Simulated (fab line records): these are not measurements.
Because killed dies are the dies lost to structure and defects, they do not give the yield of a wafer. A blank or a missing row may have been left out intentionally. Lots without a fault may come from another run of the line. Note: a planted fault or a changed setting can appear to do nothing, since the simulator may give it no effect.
fab line records	flow sky130
[record] lots = 12	wafers = 36	lastDay = 50
route steps=708 shown SONOS_ONO@185 GATE_OXIDE@200 POLY_GATE@223 PAD_OPEN@708
lots untouched by any fault: they come from a run of this same line in which no faults occurred
startH: start of the lot's first displayed wafer, in hours after the record's first day	waitH: hours from the lot's prior step to this one	" repeats the value in the row above	L1.1+2: several wafers, shown together as one row	- no value, or no start given	* or withheld: withheld	< > ~ a bound
route shown NAME@n: names a module that has steps shown in the file, with the first one's number in the route	usual: average and standard deviation across the fault-free wafers	same: alike in all rows	chamber/n: place in a boat	sites: the reading at each site	_std_site: the values' standard deviation	_edge_site: inner sites' mean taken away from outer sites' mean	radiusMm: for every site, how far away it sits from the centre of the wafer	mask NAME#n: copy n	behind: tool/chamber where the wafer was last shaped	hold: why the lot was held/for how many hours/how that ended	device: which transistor (n, p or np) failed to switch	end of line: tests of these same wafers at the route's end	for a step that has no rows: nothing shown but its recipe	killed: at the first sort, the dies lost to defects and structure; wafer yield is something else	map: shows each die of a wafer: x if killed, . if not, _ if none is there
set.NAME: setting as actually run; set.NAME@STEP: the setting as run at that earlier step	model.NAME: the simulator's own value behind a step, which no gauge read
route steps across a sampled set of lots; one table per step, one row per wafer
services: the hour from which a tool's chamber was out of use, counted from the record's first day as startH (under 0 if before that day), plus the number of hours and why
[[steps]]
[step SKY_SONOS_ONO_STRIP_17]
[recipe] chemistry = O2/N2	powerW = 1400	pressureMtorr = 1500	platenTempC = withheld	o2FlowSccm = 3000	n2FlowSccm = 300	overashFraction = 0.5
[usual] chamberPressureMTorr = 1500.0/1.5	drypumpMotorCurrentA = 5.5/0.36	oesProductAu = 0.710/0.0043	stripTimeToEndpointS = 14.10/0.042
lot.wafer	tool	chamber	startH	waitH	chamberPressureMTorr	drypumpMotorCurrentA	oesProductAu	rfHoursCounterH	stripTimeToEndpointS
L111.2	plasmaAsher-01	1	288.23	0.0	1502.9	5.4	0.710	15	14.04
L111.3	"	0	"	"	1498.8	4.9	0.711	-	14.08
L111.6	"	0	"	"	1501.5	4.9	0.710	-	14.10
L112.1	plasmaAsher-02	0	293.41	0.0	1499.5	5.8	0.709	63	14.13
L112.2	"	1	"	"	1499.1	5.8	0.705	63	14.11
L112.6	"	1	"	"	1501.1	5.8	0.709	-	14.16
L115.1	plasmaAsher-01	1	338.48	0.0	1500.9	5.4	0.709	20	14.10
L115.2	"	0	"	"	1500.2	4.9	0.706	20	14.07
L115.6	"	0	"	"	1499.5	4.9	0.707	-	14.09
L116.3	plasmaAsher-01	0	342.67	0.0	1502.5	4.9	0.710	-	14.09
L116.4	"	1	"	"	1498.8	5.5	0.716	-	14.06
L116.5	"	1	"	"	1498.8	5.4	0.707	-	14.06
L119.1	plasmaAsher-04	1	355.73	0.0	1498.8	5.5	0.719	61	14.09
L119.3	"	1	"	"	1501.8	5.5	0.707	-	14.07
L119.6	"	0	"	"	1500.9	6.0	0.707	-	14.09
L120.2	plasmaAsher-02	1	365.52	0.0	1500.6	5.8	0.705	71	14.18
L120.5	"	0	"	"	1495.6	5.8	0.710	-	14.15
L120.6	"	1	"	"	1498.5	5.8	0.715	-	14.16
L123.1	plasmaAsher-04	0	392.87	0.0	1500.3	6.0	0.711	64	14.08
L123.3	"	1	"	"	1499.1	5.6	0.712	-	14.08
L123.4	"	0	"	"	1500.7	6.0	0.703	-	14.04
L127.1	plasmaAsher-04	1	426.64	0.0	1498.2	5.5	0.709	67	14.09
L127.2	"	0	"	"	1500.3	6.0	0.711	67	14.12
L127.5	"	1	"	"	1502.0	5.5	0.713	-	14.08
L128.1	plasmaAsher-01	1	437.91	0.0	1499.3	5.4	0.708	32	14.08
L128.4	"	1	"	"	1499.0	5.4	0.716	-	14.09
L128.5	"	1	"	"	1500.7	5.4	0.712	-	14.11
L130.1	plasmaAsher-01	1	442.97	0.0	1501.3	5.4	0.699	32	14.12
L130.3	"	1	"	"	1501.8	5.4	0.711	-	14.09
L130.4	"	0	"	"	1501.7	4.9	0.704	-	14.08
L131.2	plasmaAsher-04	1	456.69	0.0	1500.6	5.5	0.708	71	14.15
L131.3	"	1	"	"	1500.0	5.5	0.706	-	14.16
L131.4	"	0	"	"	1499.5	6.0	0.706	-	14.14
L133.1	plasmaAsher-01	1	471.28	0.0	1503.0	5.4	0.708	35	14.18
L133.2	"	0	"	"	1500.3	4.9	0.700	35	14.12
L133.5	"	0	"	"	1497.8	4.9	0.708	-	14.20
[step SKY_GATE_OXIDE_STRIP_13]
[recipe] chemistry = O2/N2	powerW = 1400	pressureMtorr = 1500	platenTempC = withheld	o2FlowSccm = 3000	n2FlowSccm = 300	overashFraction = 0.5
[usual] chamberPressureMTorr = 1500/3.2	drypumpMotorCurrentA = 5.97/0.24	oesProductAu = 0.715/0.0043	stripTimeToEndpointS = 14.17/0.042
lot.wafer	tool	chamber	startH	waitH	chamberPressureMTorr	drypumpMotorCurrentA	oesProductAu	rfHoursCounterH	stripTimeToEndpointS
L111.2	plasmaAsher-02	1	316.46	0.0	1499	5.78	0.719	66	14.22
L111.3	"	1	"	"	1501	5.76	0.708	-	14.18
L111.6	"	1	"	"	1499	5.76	0.717	-	14.21
L112.1	plasmaAsher-04	0	321.80	0.0	1501	6.01	0.707	59	14.14
L112.2	"	1	"	"	1498	5.58	0.711	59	14.17
L112.6	"	1	"	"	1500	5.56	0.716	-	14.13
L115.1	plasmaAsher-02	0	367.51	0.0	1501	5.84	0.713	71	14.22
L115.2	"	1	"	"	1500	5.80	0.714	71	14.20
L115.6	"	0	"	"	1501	5.85	0.714	-	14.18
L116.3	plasmaAsher-03	1	372.09	0.0	1501	6.26	0.719	-	14.22
L116.4	"	0	"	"	1499	6.18	0.719	-	14.18
L116.5	"	1	"	"	1502	6.26	0.718	-	14.21
L119.1	plasmaAsher-03	1	386.50	0.0	1500	6.28	0.719	59	14.16
L119.3	"	0	"	"	1498	6.13	0.716	-	14.21
L119.6	"	0	"	"	1500	6.17	0.709	-	14.17
L120.2	plasmaAsher-02	0	395.35	0.0	1499	5.84	0.718	74	14.19
L120.5	"	1	"	"	1500	5.76	0.711	-	14.15
L120.6	"	0	"	"	1500	5.84	0.720	-	14.16
L123.1	plasmaAsher-03	0	424.85	0.0	1498	6.17	0.713	62	14.14
L123.3	"	1	"	"	1500	6.30	0.719	-	14.12
L123.4	"	0	"	"	1503	6.18	0.719	-	14.16
L127.1	plasmaAsher-04	0	459.26	0.0	1499	6.02	0.711	71	14.22
L127.2	"	1	"	"	1501	5.57	0.722	71	14.21
L127.5	"	0	"	"	1500	6.01	0.720	-	14.18
L128.1	plasmaAsher-03	1	472.46	0.0	1501	6.30	0.716	68	14.21
L128.4	"	1	"	"	1499	6.29	0.713	-	14.25
L128.5	"	0	"	"	1501	6.12	0.711	-	14.18
L130.1	plasmaAsher-03	1	479.91	0.0	1502	6.26	0.711	68	14.18
L130.3	"	1	"	"	1500	6.27	0.715	-	14.17
L130.4	"	0	"	"	1500	6.16	0.719	-	14.15
L131.2	plasmaAsher-03	0	492.75	0.0	1500	6.15	0.713	70	14.13
L131.3	"	0	"	"	1500	6.14	0.724	-	14.09
L131.4	"	1	"	"	1498	6.28	0.714	-	14.10
L133.1	plasmaAsher-02	1	503.90	0.0	1503	5.75	0.706	6	14.15
L133.2	"	0	"	"	1499	5.82	0.712	6	14.23
L133.5	"	1	"	"	1501	5.75	0.722	-	14.21
[step SKY_POLY_GATE_SOFTBAKE_09]
[recipe] tempC = 100	timeS = 90	resist = KrF-thick
[usual] resistLineTempC = 23.00/0.1	runLengthS = 118.99/0.22
lot.wafer	tool	chamber	startH	waitH	resistLineTempC	runLengthS
L111.2	lithoTrack-02	0	366	-	22.84	119.07
L111.3	"	0	"	"	22.90	119.09
L111.6	"	0	"	"	22.81	119.04
L112.1	lithoTrack-01	0	379	-	23.06	118.83
L112.2	"	0	"	"	23.00	118.65
L112.6	"	0	"	"	23.06	118.87
L115.1	lithoTrack-02	0	416	-	23.01	119.33
L115.2	"	0	"	"	23.10	119.10
L115.6	"	0	"	"	22.97	119.13
L116.3	lithoTrack-01	0	421	-	22.99	118.72
L116.4	"	0	"	"	22.90	118.99
L116.5	"	0	"	"	22.99	118.63
L119.1	lithoTrack-01	0	438	-	22.90	118.69
L119.3	"	0	"	"	23.03	118.81
L119.6	"	0	"	"	23.00	118.80
L120.2	lithoTrack-03	0	451	-	23.21	119.17
L120.5	"	0	"	"	23.05	119.46
L120.6	"	0	"	"	23.19	119.08
L123.1	lithoTrack-02	0	476	-	23.01	119.03
L123.3	"	0	"	"	23.20	122.67
L123.4	"	0	"	"	23.05	119.15
L127.1	lithoTrack-02	0	510	-	23.06	119.19
L127.2	"	0	"	"	22.95	122.68
L127.5	"	0	511	-	22.94	119.23
L128.1	lithoTrack-03	0	524	-	22.87	119.00
L128.4	"	0	"	"	23.04	119.16
L128.5	"	0	"	"	23.11	119.11
L130.1	lithoTrack-03	0	530	-	22.91	119.05
L130.3	"	0	"	"	23.04	119.35
L130.4	"	0	"	"	22.94	119.26
L131.2	lithoTrack-01	0	544	-	22.97	118.62
L131.3	"	0	"	"	23.02	118.78
L131.4	"	0	"	"	23.11	118.77
L133.1	lithoTrack-01	0	554	-	22.95	118.71
L133.2	"	0	"	"	22.94	118.79
L133.5	"	0	"	"	23.15	118.95
[step SKY_POLY_GATE_OVL_MEAS_14]
[usual] POLY_GATE_OVL = -1/6
lot.wafer	tool	chamber	startH	waitH	POLY_GATE_OVL[nm]
L111.2	overlay-01	-	380.58	0.1	-5
L111.3	"	-	"	"	-4
L111.6	"	-	"	"	-10
L112.1	overlay-02	-	393.68	0.1	-11
L112.2	"	-	"	"	-2
L112.6	"	-	"	"	1
L115.1	overlay-01	-	432.57	0.1	3
L115.2	"	-	"	"	8
L115.6	"	-	"	"	6
L116.3	overlay-01	-	438.13	0.1	3
L116.4	"	-	"	"	7
L116.5	"	-	"	"	-2
L119.1	overlay-02	-	452.58	0.1	1
L119.3	"	-	"	"	0
L119.6	"	-	"	"	10
L120.2	overlay-02	-	467.18	0.1	-4
L120.5	"	-	"	"	-3
L120.6	"	-	"	"	-10
L123.1	overlay-02	-	491.87	0.1	-3
L123.3	"	-	"	"	-3
L123.4	"	-	"	"	3
L127.1	overlay-02	-	526.59	0.1	4
L127.2	"	-	"	"	-2
L127.5	"	-	"	"	2
L128.1	overlay-01	-	539.12	0.1	8
L128.4	"	-	"	"	-2
L128.5	"	-	"	"	-8
L130.1	overlay-01	-	545.47	0.1	-11
L130.3	"	-	"	"	-10
L130.4	"	-	"	"	-7
L131.2	overlay-02	-	559.23	0.1	5
L131.3	"	-	"	"	1
L131.4	"	-	"	"	3
L133.1	overlay-02	-	569.28	0.1	-10
L133.2	"	-	"	"	0
L133.5	"	-	"	"	-2
[step SKY_PAD_OPEN_PROBE_99]
[usual] killed_at_M0_to_M3 = 44/6.5	killed_at_M4_up = 3.0/1.5	killedAtContacts = 25/5.1	killedAtFrontEnd = 14/4.1	killedAtOther = 0.3/0.57	killedDies = 87/9.5	killedOpen = 48/6.8	killedShort = 39/6.2
[same] grossDies = 492	killedAtBackSide = 0
lot.wafer	tool	chamber	startH	waitH	killed_at_M0_to_M3	killed_at_M4_up	killedAtContacts	killedAtFrontEnd	killedAtOther	killedDies	killedOpen	killedShort
L111.2	prober-01	-	1079.04	0.1	54	1	29	10	0	94	49	45
L111.3	prober-01	-	1079.09	0.2	38	3	27	7	0	75	45	30
L111.6	prober-01	-	1079.24	0.2	53	3	24	19	1	100	57	43
L112.1	prober-01	-	1097.15	0.1	53	3	27	20	1	104	54	49
L112.2	prober-01	-	1097.20	0.1	53	4	22	12	0	91	58	33
L112.6	prober-01	-	1097.40	0.2	31	3	25	15	1	75	43	32
L115.1	prober-02	-	1122.39	0.1	50	1	23	18	0	92	54	38
L115.2	prober-02	-	1122.44	0.1	50	0	27	12	0	89	61	28
L115.6	prober-02	-	1122.64	0.2	43	5	25	16	0	89	46	43
L116.3	prober-01	-	1122.47	0.2	42	3	24	22	0	91	56	35
L116.4	prober-01	-	1122.52	0.2	50	3	25	14	1	93	47	45
L116.5	prober-01	-	1122.57	0.2	60	6	28	20	0	114	56	57
L119.1	prober-01	-	1136.53	0.1	34	2	26	11	0	73	36	37
L119.3	prober-01	-	1136.63	0.2	46	6	17	10	1	80	43	37
L119.6	prober-01	-	1136.78	0.2	44	2	25	15	0	86	45	41
L120.2	prober-02	-	1142.29	0.1	51	7	29	9	1	97	56	41
L120.5	prober-02	-	1142.44	0.2	33	0	22	18	0	73	38	35
L120.6	prober-02	-	1142.49	0.2	48	3	13	15	0	79	40	39
L123.1	prober-02	-	1159.24	0.1	48	3	24	16	0	91	44	47
L123.3	prober-02	-	1159.34	0.2	42	1	21	14	0	78	45	33
L123.4	prober-02	-	1159.39	0.2	52	3	32	13	0	100	65	35
L127.1	prober-01	-	1179.73	0.1	41	1	21	11	0	74	36	38
L127.2	prober-01	-	1179.78	0.1	39	1	27	15	1	83	45	36
L127.5	prober-01	-	1179.93	0.2	40	2	29	23	0	94	48	46
L128.1	prober-01	-	1186.11	0.1	36	4	22	16	2	80	39	41
L128.4	prober-01	-	1186.26	0.2	50	4	28	12	0	94	48	46
L128.5	prober-01	-	1186.31	0.2	38	4	29	12	0	83	41	42
L130.1	prober-02	-	1186.51	0.1	37	2	28	13	0	80	43	37
L130.3	prober-02	-	1186.61	0.2	49	3	26	8	0	86	51	35
L130.4	prober-02	-	1186.66	0.2	49	2	25	6	0	82	48	34
L131.2	prober-02	-	1196.67	0.1	46	3	23	11	0	83	40	43
L131.3	prober-02	-	1196.72	0.2	33	1	12	13	0	59	31	28
L131.4	prober-02	-	1196.77	0.2	43	3	21	14	0	81	47	34
L133.1	prober-01	-	1200.10	0.1	44	2	28	19	0	93	49	44
L133.2	prober-01	-	1200.15	0.1	41	2	26	17	0	86	49	37
L133.5	prober-01	-	1200.30	0.2	39	4	20	11	0	74	40	34
// killed by level:class
L111.2 VIA3:geometricParticle:open=10 LOCAL_INTERCONNECT:geometricParticle:short=10 METAL1:geometricParticle:short=8 VIA1:geometricParticle:open=8 CONTACT:geometricParticle:open=7 LI_CONTACT:geometricParticle:open=6 VIA2:geometricParticle:open=6 POLY_GATE:geometricParticle:open=5
L111.3 CONTACT:geometricParticle:open=13 VIA1:geometricParticle:open=9 VIA3:geometricParticle:open=7 METAL1:geometricParticle:short=5 LI_CONTACT:geometricParticle:open=4 LOCAL_INTERCONNECT:geometricParticle:short=4 CONTACT:geometricParticle:short=4 METAL1:geometricParticle:open=3
L111.6 VIA1:geometricParticle:open=15 CONTACT:geometricParticle:open=10 VIA2:geometricParticle:open=9 METAL1:geometricParticle:short=8 LI_CONTACT:geometricParticle:open=7 FIELD_ISO:geometricParticle:short=5 VIA3:geometricParticle:open=5 FIELD_ISO:geometricParticle:open=4
L112.1 CONTACT:geometricParticle:open=14 VIA1:geometricParticle:open=9 VIA2:geometricParticle:open=9 FIELD_ISO:geometricParticle:short=8 FIELD_ISO:geometricParticle:open=7 METAL1:geometricParticle:short=6 VIA1:geometricParticle:short=6 METAL2:geometricParticle:short=6
L112.2 VIA1:geometricParticle:open=20 CONTACT:geometricParticle:open=9 VIA2:geometricParticle:open=8 LI_CONTACT:geometricParticle:open=6 METAL1:geometricParticle:short=5 FIELD_ISO:geometricParticle:short=4 VIA3:geometricParticle:open=4 VIA2:geometricParticle:short=4
L112.6 CONTACT:geometricParticle:open=10 LI_CONTACT:geometricParticle:open=5 VIA1:geometricParticle:open=5 FIELD_ISO:geometricParticle:short=4 POLY_GATE:geometricParticle:open=4 VIA2:geometricParticle:open=4 CONTACT:geometricParticle:short=4 VIA1:geometricParticle:short=4
L115.1 VIA1:geometricParticle:open=14 CONTACT:geometricParticle:open=12 VIA1:geometricParticle:short=10 LI_CONTACT:geometricParticle:open=7 METAL2:geometricParticle:short=7 FIELD_ISO:geometricParticle:open=6 POLY_GATE:geometricParticle:short=6 VIA2:geometricParticle:open=6
L115.2 VIA1:geometricParticle:open=17 CONTACT:geometricParticle:open=11 VIA2:geometricParticle:open=9 VIA3:geometricParticle:open=7 LI_CONTACT:geometricParticle:open=6 CONTACT:geometricParticle:short=5 VIA1:geometricParticle:short=4 METAL2:geometricParticle:short=4
L116.3 VIA1:geometricParticle:short=8 VIA1:geometricParticle:open=8 VIA2:geometricParticle:open=8 FIELD_ISO:geometricParticle:open=7 LI_CONTACT:geometricParticle:open=7 CONTACT:geometricParticle:open=7 POLY_GATE:geometricParticle:open=5 VIA3:geometricParticle:open=5
L116.4 VIA3:geometricParticle:open=9 CONTACT:geometricParticle:open=9 METAL1:geometricParticle:short=9 VIA1:geometricParticle:open=9 CONTACT:geometricParticle:short=7 LI_CONTACT:geometricParticle:open=5 VIA2:geometricParticle:open=5 VIA2:geometricParticle:short=5
L116.5 VIA2:geometricParticle:open=10 CONTACT:geometricParticle:open=8 VIA3:geometricParticle:open=8 LI_CONTACT:geometricParticle:open=7 CONTACT:geometricParticle:short=7 VIA1:geometricParticle:short=7 VIA1:geometricParticle:open=7 METAL2:geometricParticle:short=7
L115.6 VIA1:geometricParticle:open=13 LI_CONTACT:geometricParticle:open=8 CONTACT:geometricParticle:open=8 CONTACT:geometricParticle:short=6 METAL2:geometricParticle:short=6 VIA1:geometricParticle:short=6 POLY_GATE:geometricParticle:open=5 VIA2:geometricParticle:open=4
L119.1 LI_CONTACT:geometricParticle:open=8 LOCAL_INTERCONNECT:geometricParticle:short=7 METAL1:geometricParticle:short=7 CONTACT:geometricParticle:open=6 VIA1:geometricParticle:open=6 VIA2:geometricParticle:short=5 POLY_GATE:geometricParticle:open=4 CONTACT:geometricParticle:short=4
L119.3 VIA2:geometricParticle:open=11 VIA1:geometricParticle:open=9 METAL1:geometricParticle:short=7 METAL2:geometricParticle:short=6 CONTACT:geometricParticle:short=5 VIA1:geometricParticle:short=5 CONTACT:geometricParticle:open=4 FIELD_ISO:geometricParticle:short=3
L119.6 VIA2:geometricParticle:open=10 VIA1:geometricParticle:open=9 LI_CONTACT:geometricParticle:open=7 CONTACT:geometricParticle:open=6 METAL1:geometricParticle:short=6 VIA1:geometricParticle:short=5 VIA3:geometricParticle:open=5 LI_CONTACT:geometricParticle:short=4
L120.2 CONTACT:geometricParticle:open=11 VIA1:geometricParticle:open=11 LI_CONTACT:geometricParticle:open=9 METAL2:geometricParticle:short=6 VIA3:geometricParticle:open=6 VIA1:geometricParticle:short=5 METAL3:geometricParticle:short=5 LI_CONTACT:geometricParticle:short=4
L120.5 LI_CONTACT:geometricParticle:open=9 METAL2:geometricParticle:short=7 FIELD_ISO:geometricParticle:open=6 POLY_GATE:geometricParticle:short=5 CONTACT:geometricParticle:open=5 VIA1:geometricParticle:short=5 VIA1:geometricParticle:open=5 VIA3:geometricParticle:open=5
L120.6 METAL2:geometricParticle:short=11 VIA3:geometricParticle:open=10 VIA2:geometricParticle:open=8 VIA1:geometricParticle:open=5 SPACER:geometricParticle:open=4 CONTACT:geometricParticle:open=4 METAL1:geometricParticle:short=4 FIELD_ISO:geometricParticle:short=3
L123.1 VIA3:geometricParticle:open=9 CONTACT:geometricParticle:open=9 VIA1:geometricParticle:open=7 METAL2:geometricParticle:short=7 VIA2:geometricParticle:open=6 LI_CONTACT:geometricParticle:open=5 LOCAL_INTERCONNECT:geometricParticle:short=5 VIA3:geometricParticle:short=5
L123.3 CONTACT:geometricParticle:open=12 VIA1:geometricParticle:open=10 METAL2:geometricParticle:short=8 VIA2:geometricParticle:open=6 METAL1:geometricParticle:short=6 POLY_GATE:geometricParticle:open=4 LI_CONTACT:geometricParticle:open=4 VIA1:geometricParticle:short=3
L123.4 VIA1:geometricParticle:open=16 CONTACT:geometricParticle:open=12 VIA3:geometricParticle:open=11 LI_CONTACT:geometricParticle:open=8 VIA2:geometricParticle:open=6 VIA1:geometricParticle:short=5 FIELD_ISO:geometricParticle:open=4 LI_CONTACT:geometricParticle:short=4
L127.1 LI_CONTACT:geometricParticle:open=7 METAL1:geometricParticle:short=7 VIA1:geometricParticle:open=7 VIA3:geometricParticle:open=6 CONTACT:geometricParticle:open=5 LOCAL_INTERCONNECT:geometricParticle:short=5 VIA2:geometricParticle:open=5 FIELD_ISO:geometricParticle:short=4
L127.2 LI_CONTACT:geometricParticle:open=8 CONTACT:geometricParticle:open=8 VIA3:geometricParticle:open=7 VIA2:geometricParticle:open=6 FIELD_ISO:geometricParticle:short=5 METAL1:geometricParticle:short=5 VIA1:geometricParticle:open=5 LI_CONTACT:geometricParticle:short=4
L127.5 CONTACT:geometricParticle:open=10 VIA1:geometricParticle:open=9 POLY_GATE:geometricParticle:open=6 LI_CONTACT:geometricParticle:open=6 METAL1:geometricParticle:short=6 VIA1:geometricParticle:short=6 METAL2:geometricParticle:short=6 FIELD_ISO:geometricParticle:open=5
L128.1 VIA1:geometricParticle:open=9 LOCAL_INTERCONNECT:geometricParticle:short=6 CONTACT:geometricParticle:open=6 CONTACT:geometricParticle:short=5 VIA3:geometricParticle:open=5 FIELD_ISO:geometricParticle:open=4 LI_CONTACT:geometricParticle:open=4 METAL2:geometricParticle:short=4
L128.4 VIA1:geometricParticle:open=10 METAL1:geometricParticle:short=9 VIA2:geometricParticle:open=9 CONTACT:geometricParticle:short=7 CONTACT:geometricParticle:open=7 VIA3:geometricParticle:open=7 LI_CONTACT:geometricParticle:short=5 FIELD_ISO:geometricParticle:short=4
L128.5 VIA2:geometricParticle:open=10 VIA1:geometricParticle:open=10 CONTACT:geometricParticle:short=9 LI_CONTACT:geometricParticle:open=5 LI_CONTACT:geometricParticle:short=5 LOCAL_INTERCONNECT:geometricParticle:short=5 CONTACT:geometricParticle:open=5 VIA1:geometricParticle:short=5
L130.1 CONTACT:geometricParticle:open=12 VIA3:geometricParticle:open=8 METAL1:geometricParticle:short=7 VIA1:geometricParticle:open=7 LI_CONTACT:geometricParticle:open=5 VIA1:geometricParticle:short=5 VIA2:geometricParticle:open=5 FIELD_ISO:geometricParticle:short=4
L130.3 VIA1:geometricParticle:open=14 CONTACT:geometricParticle:open=14 METAL1:geometricParticle:short=7 VIA3:geometricParticle:open=7 VIA2:geometricParticle:open=6 LI_CONTACT:geometricParticle:open=5 METAL2:geometricParticle:short=4 VIA3:geometricParticle:short=4
L130.4 VIA1:geometricParticle:open=13 VIA3:geometricParticle:open=12 LI_CONTACT:geometricParticle:open=9 CONTACT:geometricParticle:open=8 CONTACT:geometricParticle:short=4 METAL2:geometricParticle:short=4 METAL3:geometricParticle:short=4 VIA3:geometricParticle:short=4
L131.2 VIA3:geometricParticle:open=12 CONTACT:geometricParticle:open=9 VIA1:geometricParticle:open=7 FIELD_ISO:geometricParticle:short=6 CONTACT:geometricParticle:short=6 METAL1:geometricParticle:short=5 VIA1:geometricParticle:short=5 VIA3:geometricParticle:short=5
L131.3 CONTACT:geometricParticle:open=6 FIELD_ISO:geometricParticle:short=5 VIA2:geometricParticle:open=5 VIA2:geometricParticle:short=4 METAL1:geometricParticle:open=4 VIA1:geometricParticle:open=4 METAL1:geometricParticle:short=4 METAL2:geometricParticle:short=4
L131.4 VIA1:geometricParticle:open=9 VIA2:geometricParticle:open=8 VIA3:geometricParticle:open=8 LI_CONTACT:geometricParticle:open=7 CONTACT:geometricParticle:short=6 FIELD_ISO:geometricParticle:open=5 CONTACT:geometricParticle:open=5 METAL1:geometricParticle:short=5
L133.1 VIA1:geometricParticle:open=12 CONTACT:geometricParticle:open=11 VIA3:geometricParticle:open=10 LI_CONTACT:geometricParticle:open=9 FIELD_ISO:geometricParticle:short=6 POLY_GATE:geometricParticle:short=6 METAL1:geometricParticle:short=6 VIA1:geometricParticle:short=5
L133.2 VIA1:geometricParticle:open=14 LI_CONTACT:geometricParticle:open=10 CONTACT:geometricParticle:open=8 FIELD_ISO:geometricParticle:short=7 CONTACT:geometricParticle:short=5 METAL2:geometricParticle:short=5 VIA3:geometricParticle:open=5 VIA1:geometricParticle:short=4
L133.5 VIA1:geometricParticle:open=15 VIA1:geometricParticle:short=6 CONTACT:geometricParticle:open=5 LI_CONTACT:geometricParticle:open=4 LOCAL_INTERCONNECT:geometricParticle:short=4 CONTACT:geometricParticle:short=4 METAL1:geometricParticle:short=4 VIA3:geometricParticle:open=4
[[services]]
tool	chamber	startH	hours	kind
plasmaAsher-04	-	292.17	8.3	repair
plasmaAsher-04	-	340.08	15.6	pm
plasmaAsher-04	-	360.80	8.6	repair
plasmaAsher-02	-	396.24	5.7	repair
plasmaAsher-02	-	421.25	9.0	pm
plasmaAsher-02	0	421.25	9.0	ventCycle
plasmaAsher-02	1	421.25	9.0	ventCycle
plasmaAsher-02	0	430.25	-	clean
plasmaAsher-02	1	430.25	-	clean
plasmaAsher-02	-	433.46	14.6	pm
plasmaAsher-04	-	476.09	2.2	repair
lithoTrack-03	-	477.60	-	consumableReplace:filter
plasmaAsher-03	-	536.96	2.8	pm
[[key]]
[firstSign] step = SKY_POLY_GATE_SOFTBAKE_09	reading = runLengthS	direction = up	sigmas = 17	usual = *	struck = *
effect none on later readings
metAt SKY_POLY_GATE_SOFTBAKE_09
struckLots L123,L127
struckWafers L123.3,L127.2
testerLeftOut L123,L127
notActingAt SKY_SONOS_ONO_STRIP_17,SKY_GATE_OXIDE_STRIP_13,SKY_POLY_GATE_OVL_MEAS_14
onsetBetween 416 476
[fault] kind = processParameterDrift	tool = lithoTrack-02	chamber = -	onsetH = 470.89	steps = SKY_POLY_GATE_SOFTBAKE_09	channel = timeS	offset = *	shape = step	endH = 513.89	scope = struckWafersOnly	actsIn = *	stated = *
// testerLeftOut: of these lots the tester's yield and bins aren't shown, on N5 and GAA mostly nor the transistor test; their killed dies are dies lost to structure and defects alone, not to doping, threshold or leakage, so they don't give the yield
